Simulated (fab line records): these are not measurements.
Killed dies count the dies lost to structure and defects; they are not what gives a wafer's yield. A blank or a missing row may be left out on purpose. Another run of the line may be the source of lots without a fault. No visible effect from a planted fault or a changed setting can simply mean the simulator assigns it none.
fab line records | flow sky130
[record] lots = 12 | wafers = 36 | last-day = 50
route steps=708 shown NWELL@64 VT_ADJUST_NCORE@127 VT_ADJUST_HVTR@141 SONOS_ONO@173
lots that met no fault: taken from a fault-free run of the same line
start-h: start of the lot's first displayed wafer, in hours after the record's first day | wait-h: hours elapsed since this lot's preceding step | " the same as in the row above | L1.1+2: a single row standing in for several wafers | - no value present, or no start provided | * or withheld: withheld | < > ~ a bound
route shown NAME@n: NAME is a module with steps in the file, n the number in the route of the first one | usual: the fault-free wafers' mean and standard deviation | same: alike in all rows | chamber/n: place in a boat | sites: per-site readings | _std_site: the standard deviation of these | _edge_site: inner sites' mean taken away from outer sites' mean | radius-mm: for every site, how far away it sits from the centre of the wafer | mask NAME#n: copy n | behind: the last tool/chamber to shape the wafer | hold: cause of the lot's hold/its duration in hours/its outcome | device: names the non-switching transistor (n, p or np) | end of line: the tests these same wafers got at the end of their route | for a step that has no rows: nothing shown but its recipe | killed: not the wafer's yield, but the dies lost to structure and defects at the first sort | map: a wafer's dies, x killed, . not, _ none there
set.NAME: setting as actually run; set.NAME@STEP: the setting as run at that earlier step | model.NAME: the simulator's own value behind a step, which no gauge read
one table for each step of the route and one row for each wafer, over a sample of lots
services: when a tool's chamber went out of use (start-h, in hours from the record's first day, below 0 if earlier), for how many hours, and the reason
[[steps]]
[step SKY_NWELL_IMPLANT_11]
[recipe] species = P | energy-kev = 400 | dose-cm2 = 1.9e+13 | tilt-deg = withheld
[usual] dose-ions-cm2 = 1.9002e+13/2.3e+10 | faraday-current-uA = 106.8/2.3
[same] implant-ion-amu = 31
lot.wafer | tool         | chamber | start-h | wait-h | dose-ions-cm2 | faraday-current-uA
L630.2    | implanter-02 | 0       | 96.29   | 0.0    | 1.8976e+13    | 102.6
L630.3    | "            | 0       | "       | "      | 1.9005e+13    | 106.0
L630.6    | "            | 0       | "       | "      | 1.9013e+13    | 104.2
L632.1    | implanter-02 | 0       | 103.21  | 0.0    | 1.8994e+13    | 111.8
L632.3    | "            | 0       | "       | "      | 1.9035e+13    | 106.3
L632.4    | "            | 0       | "       | "      | 1.9021e+13    | 104.3
L635.1    | implanter-01 | 0       | 120.31  | 0.0    | 1.8996e+13    | 104.2
L635.2    | "            | 0       | "       | "      | 1.9017e+13    | 106.3
L635.4    | "            | 0       | "       | "      | 1.9016e+13    | 105.8
L636.3    | implanter-01 | 0       | 127.21  | 0.1    | 1.8986e+13    | 109.5
L636.4    | "            | 0       | "       | "      | 1.8983e+13    | 107.7
L636.6    | "            | 0       | "       | "      | 1.9e+13       | 108.7
L638.1    | implanter-01 | 0       | 138.11  | 0.0    | 1.8164e+13    | 101.0
L638.4    | "            | 0       | "       | "      | 1.8179e+13    | 101.0
L638.6    | "            | 0       | "       | "      | 1.8155e+13    | 102.3
L639.1    | implanter-01 | 0       | 143.26  | 0.0    | 1.8203e+13    | 102.6
L639.2    | "            | 0       | "       | "      | 1.8218e+13    | 100.4
L639.4    | "            | 0       | "       | "      | 1.8204e+13    | 99.5
L642.2    | implanter-04 | 0       | 164.85  | 0.0    | 1.8998e+13    | 108.3
L642.3    | "            | 0       | "       | "      | 1.9017e+13    | 107.6
L642.4    | "            | 0       | "       | "      | 1.9e+13       | 104.7
L647.1    | implanter-04 | 0       | 189.76  | 0.0    | 1.8981e+13    | 105.5
L647.2    | "            | 0       | "       | "      | 1.8966e+13    | 108.5
L647.6    | "            | 0       | "       | "      | 1.8985e+13    | 107.7
L648.1    | implanter-02 | 0       | 194.48  | 0.0    | 1.8997e+13    | 106.6
L648.3    | "            | 0       | "       | "      | 1.8989e+13    | 102.6
L648.6    | "            | 0       | "       | "      | 1.8963e+13    | 105.4
L649.4    | implanter-02 | 0       | 201.14  | 0.1    | 1.8966e+13    | 107.0
L649.5    | "            | 0       | "       | "      | 1.8976e+13    | 108.3
L649.6    | "            | 0       | "       | "      | 1.8981e+13    | 110.2
L650.1    | implanter-01 | 0       | 208.71  | 0.0    | 1.9014e+13    | 105.5
L650.3    | "            | 0       | "       | "      | 1.8958e+13    | 107.2
L650.4    | "            | 0       | "       | "      | 1.9e+13       | 103.0
L652.1    | implanter-01 | 0       | 228.51  | 0.0    | 1.8982e+13    | 111.0
L652.3    | "            | 0       | "       | "      | 1.8977e+13    | 106.1
L652.6    | "            | 0       | "       | "      | 1.9009e+13    | 105.9
[step SKY_NWELL_RS_MEAS_29]
[recipe] thk-meas-gauge = four-point-probe
[usual] NWELL_RS = 624.6/1.6
lot.wafer | tool          | chamber | start-h | wait-h | NWELL_RS[ohm/sq]
L630.2    | film-metro-03 | -       | 115.25  | 0.1    | 625.1
L630.3    | "             | -       | "       | "      | 627.4
L630.6    | "             | -       | "       | "      | 624.6
L632.1    | film-metro-02 | -       | 122.38  | 0.1    | 622.0
L632.3    | "             | -       | "       | "      | 623.0
L632.4    | "             | -       | "       | "      | 621.7
L635.1    | film-metro-04 | -       | 140.50  | 0.1    | 622.8
L635.2    | "             | -       | "       | "      | 622.5
L635.4    | "             | -       | "       | "      | 621.0
L636.3    | film-metro-02 | -       | 147.28  | 0.1    | 624.3
L636.4    | "             | -       | "       | "      | 626.6
L636.6    | "             | -       | "       | "      | 627.9
L638.1    | film-metro-03 | -       | 158.87  | 0.1    | 640.1
L638.4    | "             | -       | "       | "      | 637.9
L638.6    | "             | -       | "       | "      | 636.6
L639.1    | film-metro-03 | -       | 162.89  | 0.1    | 642.4
L639.2    | "             | -       | "       | "      | 642.1
L639.4    | "             | -       | "       | "      | 641.1
L642.2    | film-metro-03 | -       | 186.10  | 0.1    | 624.3
L642.3    | "             | -       | "       | "      | 625.9
L642.4    | "             | -       | "       | "      | 624.2
L647.1    | film-metro-03 | -       | 212.99  | 0.1    | 623.4
L647.2    | "             | -       | "       | "      | 624.8
L647.6    | "             | -       | "       | "      | 624.4
L648.1    | film-metro-02 | -       | 217.32  | 0.1    | 623.4
L648.3    | "             | -       | "       | "      | 624.1
L648.6    | "             | -       | "       | "      | 622.0
L649.4    | film-metro-03 | -       | 224.63  | 0.1    | 627.0
L649.5    | "             | -       | "       | "      | 624.4
L649.6    | "             | -       | "       | "      | 625.6
L650.1    | film-metro-03 | -       | 232.09  | 0.1    | 626.0
L650.3    | "             | -       | "       | "      | 626.6
L650.4    | "             | -       | "       | "      | 626.0
L652.1    | film-metro-04 | -       | 253.02  | 0.1    | 622.9
L652.3    | "             | -       | "       | "      | 624.9
L652.6    | "             | -       | "       | "      | 624.2
[step SKY_VT_ADJUST_NCORE_OVL_MEAS_08]
[usual] VT_ADJUST_NCORE_OVL = 0.7/1.3
lot.wafer | tool       | chamber | start-h | wait-h | VT_ADJUST_NCORE_OVL[nm]
L630.2    | overlay-01 | -       | 193.38  | 0.1    | -0.2
L630.3    | "          | -       | "       | "      | -0.9
L630.6    | "          | -       | "       | "      | -1.8
L632.1    | overlay-02 | -       | 203.03  | 0.1    | 1.2
L632.3    | "          | -       | "       | "      | 0.0
L632.4    | "          | -       | "       | "      | 1.2
L635.1    | overlay-02 | -       | 225.70  | 0.1    | 2.3
L635.2    | "          | -       | "       | "      | 2.6
L635.4    | "          | -       | "       | "      | 2.9
L636.3    | overlay-01 | -       | 232.21  | 0.1    | -0.1
L636.4    | "          | -       | "       | "      | 0.7
L636.6    | "          | -       | "       | "      | 1.5
L638.1    | overlay-01 | -       | 245.49  | 0.1    | 0.7
L638.4    | "          | -       | "       | "      | 0.9
L638.6    | "          | -       | "       | "      | 1.5
L639.1    | overlay-02 | -       | 251.47  | 0.1    | 1.0
L639.2    | "          | -       | "       | "      | 2.3
L639.4    | "          | -       | "       | "      | 2.2
L642.2    | overlay-02 | -       | 278.85  | 0.1    | 2.8
L642.3    | "          | -       | "       | "      | 1.6
L642.4    | "          | -       | "       | "      | 3.1
L647.1    | overlay-01 | -       | 311.14  | 0.1    | 1.9
L647.2    | "          | -       | "       | "      | 1.3
L647.6    | "          | -       | "       | "      | 2.2
L648.1    | overlay-02 | -       | 315.09  | 0.1    | 1.5
L648.3    | "          | -       | "       | "      | 0.0
L648.6    | "          | -       | "       | "      | 0.1
L649.4    | overlay-02 | -       | 323.41  | 0.1    | 1.5
L649.5    | "          | -       | "       | "      | 2.8
L649.6    | "          | -       | "       | "      | 3.7
L650.1    | overlay-01 | -       | 332.34  | 0.1    | 0.9
L650.3    | "          | -       | "       | "      | -0.7
L650.4    | "          | -       | "       | "      | -0.6
L652.1    | overlay-02 | -       | 355.54  | 0.1    | 1.7
L652.3    | "          | -       | "       | "      | 3.0
L652.6    | "          | -       | "       | "      | 2.3
[step SKY_VT_ADJUST_HVTR_STRIP_10]
[recipe] chemistry = O2/N2 | power-w = 1400 | pressure-mtorr = 1500 | platen-temp-c = withheld | o2-flow-sccm = 3000 | n2-flow-sccm = 300 | overash-fraction = 0.5
[usual] drypump-motor-current-A = 6.2/0.34 | oes-product-au = 0.715/0.0046 | strip-time-to-endpoint-s = 14.19/0.038
lot.wafer | tool            | chamber | start-h | wait-h | drypump-motor-current-A | oes-product-au | rf-hours-counter-h | strip-time-to-endpoint-s
L630.2    | plasma-asher-04 | 1       | 215.63  | 0.1    | 5.8                     | 0.712          | 53                 | 14.14
L630.3    | "               | 0       | "       | "      | 6.6                     | 0.715          | -                  | 14.21
L630.6    | "               | 1       | "       | "      | 5.8                     | 0.715          | -                  | 14.22
L632.1    | plasma-asher-01 | 1       | 226.03  | 0.1    | 5.8                     | 0.728          | 11                 | 14.20
L632.3    | "               | 0       | "       | "      | 6.6                     | 0.717          | -                  | 14.24
L632.4    | "               | 1       | "       | "      | 5.8                     | 0.728          | -                  | 14.19
L635.1    | plasma-asher-03 | 0       | 249.58  | 0.1    | 6.0                     | 0.715          | 54                 | 14.28
L635.2    | "               | 1       | "       | "      | 6.2                     | 0.719          | 54                 | 14.28
L635.4    | "               | 1       | "       | "      | 6.2                     | 0.713          | -                  | 14.20
L636.3    | plasma-asher-03 | 0       | 257.11  | 0.1    | 5.9                     | 0.718          | -                  | 14.13
L636.4    | "               | 1       | "       | "      | 6.2                     | 0.722          | -                  | 14.17
L636.6    | "               | 1       | "       | "      | 6.2                     | 0.714          | -                  | 14.17
L638.1    | plasma-asher-03 | 1       | 270.18  | 0.1    | 6.2                     | 0.713          | 56                 | 14.13
L638.4    | "               | 1       | "       | "      | 6.2                     | 0.716          | -                  | 14.15
L638.6    | "               | 0       | "       | "      | 5.9                     | 0.722          | -                  | 14.16
L639.1    | plasma-asher-03 | 1       | 275.48  | 0.1    | 6.2                     | 0.715          | 57                 | 14.14
L639.2    | "               | 0       | "       | "      | 6.0                     | 0.712          | 57                 | 14.15
L639.4    | "               | 0       | "       | "      | 6.0                     | 0.717          | -                  | 14.16
L642.2    | plasma-asher-01 | 1       | 304.24  | 0.1    | 5.8                     | 0.715          | 18                 | 14.14
L642.3    | "               | 1       | "       | "      | 5.8                     | 0.713          | -                  | 14.18
L642.4    | "               | 0       | "       | "      | 6.6                     | 0.717          | -                  | 14.17
L647.1    | plasma-asher-01 | 0       | 337.83  | 0.1    | 6.6                     | 0.713          | 22                 | 14.22
L647.2    | "               | 1       | "       | "      | 5.8                     | 0.714          | 22                 | 14.19
L647.6    | "               | 1       | "       | "      | 5.8                     | 0.712          | -                  | 14.19
L648.1    | plasma-asher-04 | 0       | 341.90  | 0.1    | 6.6                     | 0.713          | 65                 | 14.18
L648.3    | "               | 1       | "       | "      | 5.8                     | 0.722          | -                  | 14.22
L648.6    | "               | 0       | "       | "      | 6.6                     | 0.719          | -                  | 14.22
L649.4    | plasma-asher-03 | 1       | 349.58  | 0.1    | 6.2                     | 0.714          | -                  | 14.17
L649.5    | "               | 0       | "       | "      | 5.9                     | 0.721          | -                  | 14.22
L649.6    | "               | 1       | "       | "      | 6.2                     | 0.714          | -                  | 14.16
L650.1    | plasma-asher-04 | 0       | 359.18  | 0.1    | 6.6                     | 0.713          | 67                 | 14.16
L650.3    | "               | 1       | "       | "      | 5.8                     | 0.720          | -                  | 14.18
L650.4    | "               | 0       | "       | "      | 6.6                     | 0.719          | -                  | 14.20
L652.1    | plasma-asher-01 | 0       | 383.49  | 0.1    | 6.6                     | 0.709          | 27                 | 14.21
L652.3    | "               | 0       | "       | "      | 6.7                     | 0.712          | -                  | 14.16
L652.6    | "               | 1       | "       | "      | 5.8                     | 0.718          | -                  | 14.19
[step SKY_SONOS_ONO_THK_MEAS_05]
[recipe] reads = SiO2_of_SONOS_ONO_CVD_04
[usual] SONOS_ONO_CVD_04_THK = 5.69/0.11
lot.wafer | tool          | chamber | start-h | wait-h | SONOS_ONO_CVD_04_THK[nm]
L630.2    | film-metro-04 | -       | 269.80  | 0.0    | 5.71
L630.3    | "             | -       | "       | "      | 5.71
L630.6    | "             | -       | "       | "      | 5.67
L632.1    | film-metro-01 | -       | 277.56  | 0.0    | 5.75
L632.3    | "             | -       | "       | "      | 5.90
L632.4    | "             | -       | "       | "      | 5.81
L635.1    | film-metro-01 | -       | 304.33  | 0.0    | 5.73
L635.2    | "             | -       | "       | "      | 5.71
L635.4    | "             | -       | "       | "      | 5.72
L636.3    | film-metro-02 | -       | 311.60  | 0.0    | 5.73
L636.4    | "             | -       | "       | "      | 5.73
L636.6    | "             | -       | "       | "      | 5.79
L638.1    | film-metro-04 | -       | 341.45  | 0.0    | 5.45
L638.4    | "             | -       | "       | "      | 5.49
L638.6    | "             | -       | "       | "      | 5.57
L639.1    | film-metro-02 | -       | 341.45  | 0.0    | 5.63
L639.2    | "             | -       | "       | "      | 5.63
L639.4    | "             | -       | "       | "      | 5.58
L642.2    | film-metro-04 | -       | 363.73  | 0.0    | 5.83
L642.3    | "             | -       | "       | "      | 5.67
L642.4    | "             | -       | "       | "      | 5.68
L647.1    | film-metro-01 | -       | 401.82  | 0.0    | 5.61
L647.2    | "             | -       | "       | "      | 5.64
L647.6    | "             | -       | "       | "      | 5.60
L648.1    | film-metro-01 | -       | 404.66  | 0.0    | 5.94
L648.3    | "             | -       | "       | "      | 5.70
L648.6    | "             | -       | "       | "      | 5.84
L649.4    | film-metro-04 | -       | 412.23  | 0.0    | 5.86
L649.5    | "             | -       | "       | "      | 5.75
L649.6    | "             | -       | "       | "      | 5.65
L650.1    | film-metro-01 | -       | 421.78  | 0.0    | 5.64
L650.3    | "             | -       | "       | "      | 5.70
L650.4    | "             | -       | "       | "      | 5.57
L652.1    | film-metro-01 | -       | 449.48  | 0.0    | 5.59
L652.3    | "             | -       | "       | "      | 5.70
L652.6    | "             | -       | "       | "      | 5.75
[[services]]
tool            | chamber | start-h | hours | kind
implanter-01    | -       | 97.18   | 10.6  | repair
plasma-asher-01 | -       | 108.75  | 9.0   | pm
plasma-asher-01 | 0       | 108.75  | 9.0   | vent-cycle
plasma-asher-01 | 1       | 108.75  | 9.0   | vent-cycle
plasma-asher-01 | 0       | 117.75  | -     | clean
plasma-asher-01 | 1       | 117.75  | -     | clean
implanter-04    | -       | 124.15  | 3.8   | repair
implanter-04    | -       | 133.44  | 10.2  | repair
implanter-02    | -       | 143.18  | 3.3   | pm
plasma-asher-03 | -       | 144.88  | 0.7   | repair
plasma-asher-03 | -       | 156.42  | 13.1  | repair
implanter-01    | -       | 158.94  | 7.6   | repair
plasma-asher-03 | -       | 168.40  | 0.4   | repair
implanter-01    | -       | 183.72  | 6.3   | repair
implanter-02    | -       | 194.94  | 1.6   | repair
plasma-asher-03 | -       | 213.50  | 2.7   | repair
implanter-01    | -       | 251.33  | 5.2   | pm
plasma-asher-01 | -       | 255.79  | 0.8   | repair
plasma-asher-01 | -       | 257.47  | 2.8   | pm
plasma-asher-03 | -       | 306.54  | 2.8   | pm
implanter-04    | -       | 308.66  | 3.3   | pm
implanter-02    | -       | 328.30  | 1.6   | repair
plasma-asher-03 | -       | 381.66  | 4.0   | pm
[[key]]
[first-sign] step = SKY_NWELL_IMPLANT_11 | reading = dose-ions-cm2 | direction = down | sigmas = 36 | usual = * | struck = *
[effect] step = SKY_NWELL_IMPLANT_11 | reading = faraday-current-uA | direction = down | sigmas = 2.5 | usual = 106.8 | struck = 101.2 | wafers-moved = 4
[effect] step = SKY_NWELL_RS_MEAS_29 | reading = NWELL_RS | direction = up | sigmas = 9.8 | usual = 624.6 | struck = 640.0
met-at SKY_NWELL_IMPLANT_11
struck-lots L638,L639
tester-left-out L638,L639
not-acting-at SKY_VT_ADJUST_NCORE_OVL_MEAS_08,SKY_VT_ADJUST_HVTR_STRIP_10,SKY_SONOS_ONO_THK_MEAS_05
onset-between 127.21 138.11
[fault] kind = process-parameter-drift | tool = implanter-01 | chamber = - | onset-h = 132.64 | steps = SKY_NWELL_IMPLANT_11 | channel = dose-cm2 | offset = * | shape = step | end-h = 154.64 | acts-in = * | stated = *
// tester-left-out: of these lots the tester's yield and bins aren't shown, on N5 and GAA mostly nor the transistor test; their killed dies are dies lost to structure and defects alone, not to doping, threshold or leakage, so they don't give the yield
